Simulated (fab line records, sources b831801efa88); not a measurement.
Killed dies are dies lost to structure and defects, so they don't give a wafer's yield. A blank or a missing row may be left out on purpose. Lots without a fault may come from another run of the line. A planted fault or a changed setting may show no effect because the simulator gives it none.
fab line records | flow sky130
record lots=24 wafers=72 last_day=50
route steps=708 shown LI_CONTACT@386 METAL2@486 VIA2@521 CAPM@550 METAL3@568 METAL5@667
lots that met no fault: from a run of the same line without faults
start_h: hours from the record's first day to the start of the lot's first wafer shown | wait_h: hours since the lot's step before | " the same as in the row above | L1.1+2: a row that stands for several wafers | - no value, or no start given | * or withheld: withheld | < > ~ a bound
route shown NAME@n: a module of which the file shows steps, and the number in the route of the first | usual: mean/standard deviation of fault-free wafers | same: alike in all rows | chamber/n: place in a boat | sites: the reading at each site | _std_site: their standard deviation | _edge_site: outer sites' mean less inner sites' | radius_mm: how far each site lies from the wafer's centre | mask NAME#n: copy n | behind: the tool/chamber that last shaped the wafer | hold: why the lot was held/for how many hours/how that ended | device: the transistor (n, p or np) that didn't switch | end of line: the same wafers' tests at the end of the route | a step without rows: its recipe alone | killed: dies lost to structure and defects at the first sort, not the wafer's yield | map: a wafer's dies, x killed, . not, _ none there
set.NAME: the setting as run; set.NAME@STEP: as run at that earlier step | model.NAME: the simulator's own value behind a step, which no gauge read
steps of the route over a sample of lots; a table a step, a row a wafer
services: from which hour (start_h, from the record's first day; less than 0 if before it) a tool's chamber was out of use, for how many hours, and why
## steps
# step SKY_LI_CONTACT_CMP_24
# recipe stop_on=PSG t_overpolish_s=20 down_force_psi=3.5 platen_rpm=60 target_thk_nm=0 pad_velocity_m_s=0.94248
# usual motor_current_A=11.1/1.3 overpolish_run_s=20.001/0.0098 time_to_endpoint_s=98/4
# columns lot.wafer tool chamber start_h wait_h motor_current_A overpolish_run_s time_to_endpoint_s
L074.2 cmp-02 0 670.49 0.1 10.4 20.000 99
L074.3 " 2 " " 9.1 20.000 99
L074.6 " 3 " " 14.0 19.993 101
L075.1 cmp-01 1 685.55 0.1 12.0 20.005 91
L075.6 " 1 " " 12.6 20.007 91
L075.5 " 2 " " 10.5 19.998 88
L076.4 cmp-01 3 689.39 0.4 10.0 19.985 94
L076.1 " 2 " " 11.5 20.008 94
L076.5 " 0 " " 12.4 19.992 94
L077.4 cmp-02 0 702.66 0.1 10.7 20.003 103
L077.6 " 2 " " 9.6 19.986 98
L077.5 " 3 " " 13.4 19.993 98
L078.1 cmp-02 1 712.10 0.1 9.8 19.992 104
L078.2 " 2 " " 9.6 20.000 102
L078.3 " 3 " " 12.6 19.999 101
L079.4 cmp-01 0 717.61 0.1 11.8 19.989 90
L079.6 " 3 " " 10.1 20.011 93
L079.5 " 0 " " 12.2 19.995 91
L080.3 cmp-01 2 720.93 0.1 10.7 20.000 95
L080.1 " 1 " " 13.1 20.014 98
L080.6 " 2 " " 11.4 20.000 92
L081.4 cmp-02 3 730.07 0.1 12.6 20.008 103
L081.3 " 0 " " 10.6 20.012 105
L081.5 " 2 " " 9.2 20.030 98
L082.3 cmp-01 1 748.88 0.1 12.9 19.989 97
L082.1 " 3 " " 10.3 20.016 94
L082.6 " 0 " " 12.0 20.001 94
L083.2 cmp-02 2 749.38 0.0 9.2 20.003 94
L083.3 " 0 " " 11.1 20.004 101
L083.1 " 1 " " 10.5 19.994 100
L084.4 cmp-01 0 758.15 0.1 12.2 20.017 95
L084.6 " 3 " " 9.8 19.996 96
L084.5 " 0 " " 12.3 20.015 96
L085.4 cmp-02 0 768.18 0.0 10.6 20.031 100
L085.3 " 1 " " 10.7 19.999 98
L085.6 " 1 " " 10.1 19.993 101
L086.3 cmp-02 1 775.90 0.3 10.6 20.011 99
L086.6 " 3 " " 13.4 19.994 98
L086.5 " 0 " " 11.0 20.013 102
L087.3 cmp-01 2 782.32 0.1 11.0 19.982 92
L087.6 " 1 " " 12.8 19.999 97
L087.5 " 2 " " 11.3 20.000 94
L088.2 cmp-02 1 787.72 0.0 9.9 20.007 98
L088.1 " 2 " " 8.9 19.996 97
L088.3 " 0 " " 10.7 20.011 99
L089.1 cmp-01 0 794.12 0.1 12.3 20.008 98
L089.6 " 3 " " 9.9 19.992 94
L089.5 " 0 " " 11.5 19.994 95
L090.3 cmp-02 1 807.02 0.1 10.1 19.994 101
L090.2 " 2 " " 9.3 20.007 100
L090.4 " 0 " " 10.6 19.991 99
L092.3 cmp-02 3 819.30 0.1 13.1 20.030 99
L092.1 " 0 " " 10.8 20.011 104
L092.6 " 3 " " 13.0 20.014 102
L091.1 cmp-01 3 819.52 0.2 9.7 19.997 97
L091.4 " 0 " " 11.4 19.987 96
L091.6 " 2 " " 10.5 20.005 92
L093.2 cmp-02 1 823.05 0.0 10.0 19.994 105
L093.3 " 2 " " 9.0 20.000 100
L093.1 " 0 " " 10.3 19.989 106
L094.4 cmp-02 1 834.52 0.1 10.1 20.005 98
L094.6 " 0 " " 10.5 20.004 100
L094.5 " 1 " " 9.7 20.008 99
L095.3 cmp-01 3 836.57 0.2 10.4 19.997 97
L095.5 " 0 " " 12.2 19.997 97
L095.6 " 1 " " 12.8 19.989 97
L097.2 cmp-02 0 848.47 0.0 10.9 20.018 99
L097.4 " 1 " " 10.0 19.983 100
L097.6 " 0 " " 10.9 19.990 105
L096.4 cmp-01 0 855.09 0.0 11.5 19.993 101
L096.2 " 3 " " 10.5 19.994 97
L096.5 " 0 " " 11.3 20.003 97
# step SKY_METAL2_SPUTTER_03
# recipe material=Ti target_thk_nm=5 power_w=3000 time_s=3.3 chamber_pressure_pa=0.4133
# usual throttle_valve_pct=30.1/1.2
# columns lot.wafer tool chamber start_h wait_h throttle_valve_pct
L074.2 pvd_sputter-03 - 786.22 0.0 30.3
L074.3 " - " " 29.7
L074.6 " - " " 29.8
L075.1 pvd_sputter-01 - 800.43 0.0 31.3
L075.5 " - " " 31.9
L075.6 " - " " 29.9
L076.1 pvd_sputter-01 - 805.66 0.0 32.0
L076.4 " - " " 31.6
L076.5 " - " " 31.8
L077.4 pvd_sputter-01 - 819.92 0.0 27.4
L077.5 " - " " 30.0
L077.6 " - " " 27.4
L078.1 pvd_sputter-01 - 826.58 0.0 30.2
L078.2 " - " " 31.9
L078.3 " - " " 31.6
L079.4 pvd_sputter-01 - 830.44 0.0 30.1
L079.5 " - " " 31.2
L079.6 " - " " 27.6
L080.1 pvd_sputter-01 - 832.73 0.0 29.9
L080.3 " - " " 31.2
L080.6 " - " " 32.1
L081.3 pvd_sputter-01 - 842.80 0.0 31.9
L081.4 " - " " 27.5
L081.5 " - " " 30.1
L082.1 pvd_sputter-01 - 861.16 0.0 29.9
L082.3 " - " " 31.2
L082.6 " - " " 31.2
L083.1 pvd_sputter-03 - 861.22 0.0 30.2
L083.2 " - " " 30.4
L083.3 " - " " 30.4
L084.4 pvd_sputter-03 - 873.94 0.0 30.3
L084.5 " - " " 30.2
L084.6 " - " " 30.9
L085.3 pvd_sputter-03 - 878.63 0.0 30.3
L085.4 " - " " 29.8
L085.6 " - " " 30.8
L086.3 pvd_sputter-04 - 886.75 0.0 29.6
L086.5 " - " " 29.7
L086.6 " - " " 30.5
L087.3 pvd_sputter-01 - 892.87 0.0 31.1
L087.5 " - " " 29.9
L087.6 " - " " 27.8
L088.1 pvd_sputter-04 - 898.73 0.0 29.4
L088.2 " - " " 30.5
L088.3 " - " " 29.7
L089.1 pvd_sputter-04 - 903.99 0.0 29.6
L089.5 " - " " 30.3
L089.6 " - " " 29.5
L090.2 pvd_sputter-04 - 918.47 0.0 29.6
L090.3 " - " " 30.3
L090.4 " - " " 30.3
L092.1 pvd_sputter-04 - 927.28 0.0 29.6
L092.3 " - " " 30.3
L092.6 " - " " 30.6
L091.1 pvd_sputter-01 - 928.09 0.0 27.4
L091.4 " - " " 29.6
L091.6 " - " " 30.0
L093.1 pvd_sputter-04 - 931.40 0.0 29.8
L093.2 " - " " 29.4
L093.3 " - " " 30.4
L094.4 pvd_sputter-04 - 943.05 0.0 30.1
L094.5 " - " " 30.5
L094.6 " - " " 29.3
L095.3 pvd_sputter-04 - 945.07 0.0 29.8
L095.5 " - " " 29.8
L095.6 " - " " 30.6
L097.2 pvd_sputter-03 - 955.54 0.0 30.3
L097.4 " - " " 30.0
L097.6 " - " " 30.1
L096.2 pvd_sputter-01 - 962.07 0.0 31.5
L096.4 " - " " 31.9
L096.5 " - " " 27.5
# step SKY_VIA2_ETCH_14
# recipe chemistry=N2/H2 target=BARC ion_energy_ev=200 source_w=500 bias_w=100 pressure_mtorr=30 n2_flow_sccm=100 h2_flow_sccm=200 stop_on=SiO2 time_s=45.9 target_depth_a=600
# usual drypump_motor_current_A=5.6/0.56 oes_product_au=0.849/0.0046 throttle_valve_pct=13.225/0.009
# columns lot.wafer tool chamber start_h wait_h drypump_motor_current_A oes_product_au rf_hours_counter_h throttle_valve_pct
L074.2 rie_diel-01 1 839.27 0.0 4.9 0.849 5 13.221
L074.3 " 0 " " 5.8 0.842 5 13.240
L074.6 " 0 " " 5.8 0.848 - 13.221
L075.1 rie_diel-02 1 853.98 0.0 5.2 0.848 15 13.218
L075.5 " 2 " " 6.0 0.855 - 13.223
L075.6 " 1 " " 5.2 0.848 - 13.215
L076.1 rie_diel-04 3 858.55 0.0 6.3 0.848 21 13.236
L076.4 " 1 " " 6.3 0.849 16 13.231
L076.5 " 3 " " 6.3 0.846 - 13.225
L077.4 rie_diel-01 2 873.42 0.0 5.1 0.845 9 13.208
L077.5 " 3 " " 4.8 0.851 - 13.225
L077.6 " 2 " " 5.1 0.851 - 13.235
L078.1 rie_diel-02 0 880.42 0.0 5.1 0.844 2 13.229
L078.2 " 1 " " 5.1 0.852 16 13.224
L078.3 " 2 " " 6.1 0.847 19 13.234
L079.4 rie_diel-04 1 884.37 0.0 6.3 0.845 17 13.228
L079.5 " 2 " " 6.4 0.849 - 13.234
L079.6 " 3 " " 6.3 0.853 - 13.220
L080.1 rie_diel-04 3 886.10 0.0 6.3 0.848 23 13.216
L080.3 " 2 " " 6.4 0.852 18 13.231
L080.6 " 1 " " 6.3 0.855 - 13.203
L081.3 rie_diel-04 2 896.10 0.0 6.4 0.853 18 13.223
L081.4 " 3 " " 6.3 0.842 23 13.229
L081.5 " 3 " " 6.3 0.855 - 13.222
L082.1 rie_diel-01 2 913.47 0.0 5.1 0.846 10 13.228
L082.3 " 1 " " 4.9 0.850 7 13.240
L082.6 " 2 " " 5.1 0.849 - 13.223
L083.1 rie_diel-01 1 913.98 0.0 4.9 0.854 7 13.226
L083.2 " 0 " " 5.8 0.847 6 13.223
L083.3 " 3 " " 4.8 0.849 4 13.247
L084.4 rie_diel-01 2 926.26 0.0 5.1 0.851 - 13.226
L084.5 " 3 " " 4.8 0.835 - 13.217
L084.6 " 1 " " 4.9 0.844 - 13.236
L085.3 rie_diel-02 1 930.25 0.0 5.2 0.852 18 13.201
L085.4 " 2 " " 6.0 0.849 21 13.217
L085.6 " 0 " " 5.2 0.850 - 13.208
L086.3 rie_diel-02 3 938.45 0.0 5.5 0.840 2 13.229
L086.5 " 0 " " 5.2 0.839 - 13.224
L086.6 " 3 " " 5.5 0.850 - 13.248
L087.3 rie_diel-01 3 944.22 0.0 4.8 0.852 5 13.229
L087.5 " 3 " " 4.8 0.843 - 13.225
L087.6 " 2 " " 5.1 0.844 - 13.208
L088.1 rie_diel-02 3 948.99 0.0 5.5 0.850 2 13.225
L088.2 " 0 " " 5.2 0.851 5 13.223
L088.3 " 2 " " 6.0 0.847 22 13.224
L089.1 rie_diel-02 2 954.49 0.0 6.0 0.847 22 13.228
L089.5 " 2 " " 6.0 0.850 - 13.222
L089.6 " 3 " " 5.5 0.839 - 13.230
L090.2 rie_diel-02 1 969.74 0.0 5.2 0.852 19 13.219
L090.3 " 3 " " 5.5 0.849 3 13.225
L090.4 " 0 " " 5.1 0.845 6 13.215
L092.1 rie_diel-04 2 975.88 0.0 6.4 0.847 20 13.208
L092.3 " 0 " " 5.9 0.852 11 13.237
L092.6 " 3 " " 6.3 0.849 - 13.217
L091.1 rie_diel-02 2 978.80 0.0 6.1 0.854 23 13.234
L091.4 " 0 " " 5.2 0.852 6 13.212
L091.6 " 3 " " 5.5 0.846 - 13.232
L093.1 rie_diel-04 3 981.79 0.0 6.3 0.844 25 13.225
L093.2 " 1 " " 6.3 0.849 20 13.215
L093.3 " 0 " " 5.9 0.850 11 13.219
L094.4 rie_diel-01 2 993.62 0.0 5.1 0.843 13 13.224
L094.5 " 2 " " 5.1 0.856 - 13.236
L094.6 " 3 " " 4.8 0.852 - 13.223
L095.3 rie_diel-04 3 995.40 0.0 6.3 0.856 25 13.223
L095.5 " 0 " " 5.9 0.853 - 13.233
L095.6 " 3 " " 6.3 0.855 - 13.226
L097.2 rie_diel-04 2 1004.79 0.0 6.4 0.855 21 13.225
L097.4 " 1 " " 6.3 0.854 20 13.230
L097.6 " 2 " " 6.4 0.846 - 13.216
L096.2 rie_diel-02 1 1010.69 0.0 5.2 0.844 20 13.212
L096.4 " 3 " " 5.5 0.856 4 13.238
L096.5 " 1 " " 5.2 0.851 - 13.231
# step SKY_CAPM_METAL_ETCH_13
# recipe target_depth_nm=220 stop_on=SiO2 chemistry=Cl2/BCl3 target=TiN pressure_mtorr=10 icp_w=900 bias_w=48.5 Cl2_flow_sccm=60 bcl3_flow_sccm=30 time_s=62.9
# usual drypump_motor_current_A=5.4/0.36 he_backside_leak_sccm=3.4/0.31 oes_product_au=0.962/0.0069 throttle_valve_pct=21.888/0.01
# columns lot.wafer tool chamber start_h wait_h drypump_motor_current_A he_backside_leak_sccm oes_product_au rf_hours_counter_h throttle_valve_pct
L074.2 rie_metal-03 1 867.15 0.0 5.0 3.6 0.964 13 21.875
L074.3 " 1 " " 5.0 3.4 0.961 - 21.870
L074.6 " 1 " " 5.0 3.5 0.965 - 21.882
L075.1 rie_metal-03 1 881.98 0.0 5.0 3.6 0.948 14 21.896
L075.5 " 0 " " 5.7 3.2 0.960 - 21.888
L075.6 " 1 " " 5.0 3.5 0.948 - 21.895
L076.1 rie_metal-03 1 885.52 0.0 5.0 3.4 0.968 14 21.898
L076.4 " 1 " " 5.0 3.5 0.959 - 21.875
L076.5 " 1 " " 5.0 3.4 0.960 - 21.876
L077.4 rie_metal-04 1 901.05 0.0 5.8 3.5 0.955 - 21.904
L077.5 " 0 " " 5.4 3.4 0.964 - 21.887
L077.6 " 1 " " 5.8 3.5 0.962 - 21.890
L078.1 rie_metal-01 0 906.90 0.0 4.9 3.5 0.965 19 21.890
L078.2 " 0 " " 4.9 3.3 0.967 - 21.889
L078.3 " 0 " " 4.9 3.3 0.966 - 21.891
L079.4 rie_metal-01 0 911.24 0.1 4.9 3.2 0.958 - 21.886
L079.5 " 0 " " 4.9 3.3 0.957 - 21.881
L079.6 " 0 " " 4.8 3.3 0.964 - 21.880
L080.1 rie_metal-04 1 912.71 0.0 5.8 3.4 0.972 13 21.874
L080.3 " 1 " " 5.8 5.3 0.961 - 21.869
L080.6 " 0 " " 5.4 3.3 0.965 - 21.880
L081.3 rie_metal-03 0 922.55 0.0 5.8 3.5 0.965 - 21.891
L081.4 " 1 " " 5.0 3.5 0.963 - 21.872
L081.5 " 0 " " 5.7 3.4 0.964 - 21.883
L082.1 rie_metal-04 0 939.37 0.0 5.4 3.2 0.964 8 21.871
L082.3 " 1 " " 5.8 3.4 0.970 - 21.892
L082.6 " 0 " " 5.4 3.4 0.967 - 21.899
L083.1 rie_metal-03 0 940.18 0.0 5.7 3.4 0.962 10 21.880
L083.2 " 0 " " 5.7 3.4 0.963 - 21.878
L083.3 " 0 " " 5.7 3.4 0.960 - 21.878
L084.4 rie_metal-04 1 951.84 0.0 5.8 3.5 0.955 - 21.892
L084.5 " 0 " " 5.4 3.2 0.960 - 21.908
L084.6 " 1 " " 5.8 3.3 0.957 - 21.889
L085.3 rie_metal-03 0 955.98 0.1 5.7 3.6 0.956 - 21.898
L085.4 " 0 " " 5.7 3.4 0.954 - 21.891
L085.6 " 0 " " 5.7 3.5 0.956 - 21.877
L086.3 rie_metal-01 0 965.02 0.0 4.9 3.4 0.951 - 21.895
L086.5 " 0 " " 4.9 3.4 0.960 - 21.899
L086.6 " 1 " " 5.6 2.8 0.951 - 21.894
L087.3 rie_metal-03 0 970.03 0.1 5.7 3.7 0.959 - 21.905
L087.5 " 0 " " 5.7 3.7 0.961 - 21.886
L087.6 " 0 " " 5.7 3.7 0.976 - 21.884
L088.1 rie_metal-04 1 974.45 0.0 5.8 3.5 0.963 17 21.878
L088.2 " 0 " " 5.3 3.2 0.965 10 21.892
L088.3 " 0 " " 5.4 3.1 0.960 - 21.899
L089.1 rie_metal-01 1 980.13 0.0 5.7 3.1 0.965 4 21.884
L089.5 " 0 " " 4.9 3.2 0.958 - 21.886
L089.6 " 1 " " 5.6 3.2 0.961 - 21.875
L090.2 rie_metal-03 1 994.95 0.0 5.0 5.0 0.961 1 21.899
L090.3 " 1 " " 5.0 3.5 0.958 - 21.893
L090.4 " 0 " " 5.7 3.6 0.965 - 21.894
L092.1 rie_metal-04 0 1001.38 0.0 5.3 3.1 0.965 12 21.883
L092.3 " 0 " " 5.4 3.2 0.963 - 21.879
L092.6 " 1 " " 5.8 3.4 0.964 - 21.894
L091.1 rie_metal-04 0 1004.23 0.0 5.4 3.2 0.960 12 21.884
L091.4 " 1 " " 5.8 3.3 0.966 - 21.919
L091.6 " 1 " " 5.8 3.5 0.955 - 21.881
L093.1 rie_metal-03 1 1006.68 0.0 5.0 3.3 0.973 1 21.882
L093.2 " 0 " " 5.8 3.2 0.965 15 21.893
L093.3 " 0 " " 5.7 3.4 0.966 - 21.885
L094.4 rie_metal-03 1 1018.77 0.0 5.0 3.5 0.968 - 21.890
L094.5 " 1 " " 5.0 3.4 0.960 - 21.892
L094.6 " 0 " " 5.7 3.2 0.974 - 21.892
L095.3 rie_metal-01 0 1020.60 0.0 4.9 3.3 0.952 - 21.906
L095.5 " 1 " " 5.7 3.3 0.939 - 21.900
L095.6 " 0 " " 4.9 3.2 0.950 - 21.898
L097.2 rie_metal-03 1 1029.65 0.0 5.0 3.5 0.969 2 21.870
L097.4 " 0 " " 5.7 3.1 0.959 - 21.898
L097.6 " 1 " " 5.0 3.5 0.961 - 21.895
L096.2 rie_metal-03 0 1034.97 0.0 5.7 3.2 0.972 17 21.876
L096.4 " 1 " " 5.0 3.4 0.972 - 21.881
L096.5 " 0 " " 5.7 3.3 0.970 - 21.882
# step SKY_METAL3_METAL_ETCH_18
# recipe target_depth_a=8450 stop_on=SiO2 over_etch_frac=0.3 time_s=183.1 chemistry=Cl2/BCl3 resist_sidewall_deg=88 pressure_mtorr=10 icp_w=900 bias_w=48.5 Cl2_flow_sccm=60 bcl3_flow_sccm=30
# usual drypump_motor_current_A=5.9/0.49 he_backside_leak_sccm=3.19/0.15 oes_product_au=0.867/0.0056 throttle_valve_pct=22.265/0.0087
# columns lot.wafer tool chamber start_h wait_h drypump_motor_current_A he_backside_leak_sccm oes_product_au rf_hours_counter_h throttle_valve_pct
L074.2 rie_metal-02 1 893.98 0.0 6.5 2.95 0.860 12 22.258
L074.3 " 0 " " 6.2 3.10 0.860 - 22.277
L074.6 " 1 " " 6.5 3.08 0.864 - 22.267
L075.1 rie_metal-02 1 908.50 0.0 6.4 2.89 0.878 12 22.264
L075.5 " 1 " " 6.4 3.12 0.865 - 22.280
L075.6 " 0 " " 6.2 3.21 0.865 - 22.261
L076.1 rie_metal-04 0 911.10 0.0 5.4 3.18 0.876 6 22.264
L076.4 " 0 " " 5.4 3.25 0.869 - 22.261
L076.5 " 1 " " 5.8 3.08 0.861 - 22.273
L077.4 rie_metal-04 1 926.79 0.1 5.8 3.38 0.867 - 22.265
L077.5 " 1 " " 5.8 3.23 0.861 - 22.252
L077.6 " 0 " " 5.4 3.27 0.866 - 22.264
L078.1 rie_metal-04 1 932.20 0.0 5.8 3.27 0.855 14 22.256
L078.2 " 0 " " 5.4 3.17 0.871 7 22.271
L078.3 " 0 " " 5.4 3.21 0.864 - 22.261
L079.4 rie_metal-04 0 936.66 0.1 5.3 3.27 0.868 - 22.264
L079.5 " 1 " " 5.8 3.56 0.866 - 22.266
L079.6 " 0 " " 5.3 3.24 0.866 - 22.264
L080.1 rie_metal-04 1 938.38 0.0 5.8 3.22 0.871 15 22.256
L080.3 " 0 " " 5.3 3.10 0.863 - 22.274
L080.6 " 1 " " 5.8 3.19 0.867 - 22.270
L081.3 rie_metal-01 0 947.66 0.1 4.9 3.18 0.868 - 22.264
L081.4 " 1 " " 5.7 2.90 0.868 - 22.271
L081.5 " 1 " " 5.6 3.07 0.859 - 22.250
L082.1 rie_metal-04 0 964.53 0.0 5.3 3.47 0.873 9 22.267
L082.3 " 1 " " 5.8 3.47 0.873 - 22.238
L082.6 " 0 " " 5.3 3.22 0.871 - 22.265
L083.1 rie_metal-01 0 965.80 0.0 4.9 3.19 0.880 2 22.272
L083.2 " 1 " " 5.7 2.97 0.865 3 22.271
L083.3 " 1 " " 5.7 3.21 0.871 - 22.272
L084.4 rie_metal-02 1 976.76 0.1 6.4 3.18 0.870 - 22.266
L084.5 " 0 " " 6.2 3.02 0.874 - 22.276
L084.6 " 1 " " 6.4 3.12 0.869 - 22.254
L085.3 rie_metal-02 1 980.81 0.1 6.4 3.07 0.866 - 22.262
L085.4 " 0 " " 6.3 3.05 0.876 - 22.254
L085.6 " 0 " " 6.3 3.21 0.868 - 22.260
L086.3 rie_metal-04 0 989.14 0.1 5.4 3.26 0.867 - 22.277
L086.5 " 0 " " 5.3 3.20 0.868 - 22.254
L086.6 " 1 " " 5.8 3.36 0.868 - 22.257
L087.3 rie_metal-04 0 994.96 0.1 5.3 3.27 0.868 - 22.258
L087.5 " 0 " " 5.3 3.14 0.865 - 22.254
L087.6 " 1 " " 5.8 3.65 0.870 - 22.270
L088.1 rie_metal-02 0 999.10 0.0 6.2 3.19 0.858 11 22.259
L088.2 " 1 " " 6.4 3.16 0.863 17 22.267
L088.3 " 0 " " 6.2 3.03 0.860 - 22.265
L089.1 rie_metal-02 1 1004.58 0.0 6.5 3.04 0.853 18 22.263
L089.5 " 1 " " 6.4 3.20 0.861 - 22.254
L089.6 " 1 " " 6.4 3.03 0.865 - 22.258
L090.2 rie_metal-02 1 1018.85 0.0 6.4 3.17 0.863 19 22.269
L090.3 " 0 " " 6.3 3.21 0.869 - 22.261
L090.4 " 1 " " 6.4 3.07 0.857 - 22.259
L092.1 rie_metal-04 0 1024.83 0.0 5.3 3.25 0.877 14 22.274
L092.3 " 0 " " 5.3 3.06 0.872 - 22.272
L092.6 " 0 " " 5.3 3.17 0.869 - 22.274
L091.1 rie_metal-02 1 1028.27 0.0 6.5 3.11 0.865 19 22.254
L091.4 " 1 " " 6.5 3.18 0.867 - 22.272
L091.6 " 0 " " 6.3 3.04 0.867 - 22.270
L093.1 rie_metal-02 1 1030.63 0.0 6.5 3.15 0.877 20 22.260
L093.2 " 0 " " 6.3 3.16 0.875 13 22.270
L093.3 " 0 " " 6.3 3.08 0.864 - 22.274
L094.4 rie_metal-02 0 1042.51 0.1 6.3 3.20 0.857 - 22.267
L094.5 " 1 " " 6.4 3.11 0.862 - 22.271
L094.6 " 0 " " 6.3 3.27 0.853 - 22.267
L095.3 rie_metal-01 0 1043.70 0.1 4.9 3.41 0.862 - 22.267
L095.5 " 1 " " 5.7 3.21 0.870 - 22.273
L095.6 " 0 " " 4.9 3.41 0.865 - 22.264
L097.2 rie_metal-04 0 1052.74 0.0 5.3 3.03 0.864 15 22.265
L097.4 " 0 " " 5.3 3.17 0.860 - 22.249
L097.6 " 1 " " 5.8 3.25 0.867 - 22.258
L096.2 rie_metal-02 0 1058.15 0.0 6.3 3.20 0.859 14 22.267
L096.4 " 0 " " 6.3 3.26 0.860 - 22.278
L096.5 " 0 " " 6.2 3.13 0.868 - 22.251
# step SKY_METAL5_THK_MEAS_06
# recipe thk_meas_gauge=xrf reads=AlCu_of_METAL5_SPUTTER_02
# usual METAL5_ALCU_THK=1153/13
# columns lot.wafer tool chamber start_h wait_h METAL5_ALCU_THK[nm]
L074.2 film_metro-04 - 999.28 0.1 1168
L074.3 " - " " 1157
L074.6 " - " " 1153
L075.1 film_metro-04 - 1011.86 0.1 1136
L075.5 " - " " 1138
L075.6 " - " " 1135
L076.1 film_metro-03 - 1014.36 0.1 1140
L076.4 " - " " 1156
L076.5 " - " " 1150
L077.4 film_metro-03 - 1030.44 0.1 1138
L077.5 " - " " 1126
L077.6 " - " " 1139
L078.1 film_metro-03 - 1033.43 0.1 1138
L078.2 " - " " 1156
L078.3 " - " " 1148
L079.4 film_metro-03 - 1036.68 0.1 1158
L079.5 " - " " 1159
L079.6 " - " " 1154
L080.1 film_metro-03 - 1038.49 0.1 1137
L080.3 " - " " 1143
L080.6 " - " " 1142
L081.3 film_metro-02 - 1047.15 0.1 1163
L081.4 " - " " 1168
L081.5 " - " " 1160
L082.1 film_metro-04 - 1064.20 0.1 1164
L082.3 " - " " 1171
L082.6 " - " " 1169
L083.1 film_metro-03 - 1064.20 0.1 1148
L083.2 " - " " 1144
L083.3 " - " " 1142
L084.4 film_metro-03 - 1073.61 0.1 1139
L084.5 " - " " 1145
L084.6 " - " " 1146
L085.3 film_metro-04 - 1078.00 0.1 1173
L085.4 " - " " 1165
L085.6 " - " " 1168
L086.3 film_metro-03 - 1085.22 0.1 1142
L086.5 " - " " 1147
L086.6 " - " " 1134
L087.3 film_metro-02 - 1091.42 0.1 1148
L087.5 " - " " 1139
L087.6 " - " " 1151
L088.1 film_metro-04 - 1092.97 0.1 1166
L088.2 " - " " 1165
L088.3 " - " " 1168
L089.1 film_metro-04 - 1098.92 0.1 1183
L089.5 " - " " 1176
L089.6 " - " " 1178
L090.2 film_metro-03 - 1110.49 0.1 1150
L090.3 " - " " 1148
L090.4 " - " " 1165
L092.1 film_metro-04 - 1116.23 0.1 1159
L092.3 " - " " 1167
L092.6 " - " " 1152
L091.1 film_metro-04 - 1119.48 0.1 1135
L091.4 " - " " 1138
L091.6 " - " " 1136
L093.1 film_metro-04 - 1121.77 0.1 1154
L093.2 " - " " 1159
L093.3 " - " " 1165
L094.4 film_metro-02 - 1132.81 0.1 1150
L094.5 " - " " 1150
L094.6 " - " " 1163
L095.3 film_metro-03 - 1133.15 0.1 1171
L095.5 " - " " 1175
L095.6 " - " " 1162
L097.2 film_metro-02 - 1140.62 0.1 1157
L097.4 " - " " 1166
L097.6 " - " " 1168
L096.2 film_metro-03 - 1144.83 0.1 1157
L096.4 " - " " 1155
L096.5 " - " " 1147
## services
# columns tool chamber start_h hours kind
cmp-01 - 648.15 10.2 repair
cmp-02 - 685.74 1.3 repair
cmp-02 - 687.06 5.2 pm
pvd_sputter-01 - 688.36 1.6 repair
cmp-02 - 700.68 1.0 repair
rie_metal-04 - 706.53 2.2 repair
pvd_sputter-01 - 706.86 1.1 repair
cmp-01 - 725.83 4.1 repair
rie_metal-03 - 739.18 14.6 pm
cmp-02 - 758.04 1.6 repair
cmp-02 - 761.58 4.0 pm
cmp-01 - 765.58 3.7 pm
rie_metal-04 1 788.64 1.1 repair
cmp-02 - 856.66 0.4 repair
rie_metal-04 - 866.60 28.1 pm
rie_metal-03 - 868.31 2.8 pm
cmp-02 - 893.60 2.6 repair
rie_metal-03 - 902.52 1.4 pm
rie_metal-03 1 937.47 22.0 repair
cmp-02 - 977.54 1.5 repair
cmp-02 - 983.28 0.6 repair
cmp-02 - 985.62 7.0 pm
rie_metal-04 - 1007.62 0.5 repair
cmp-02 - 1055.13 3.5 pm
## key
fault none
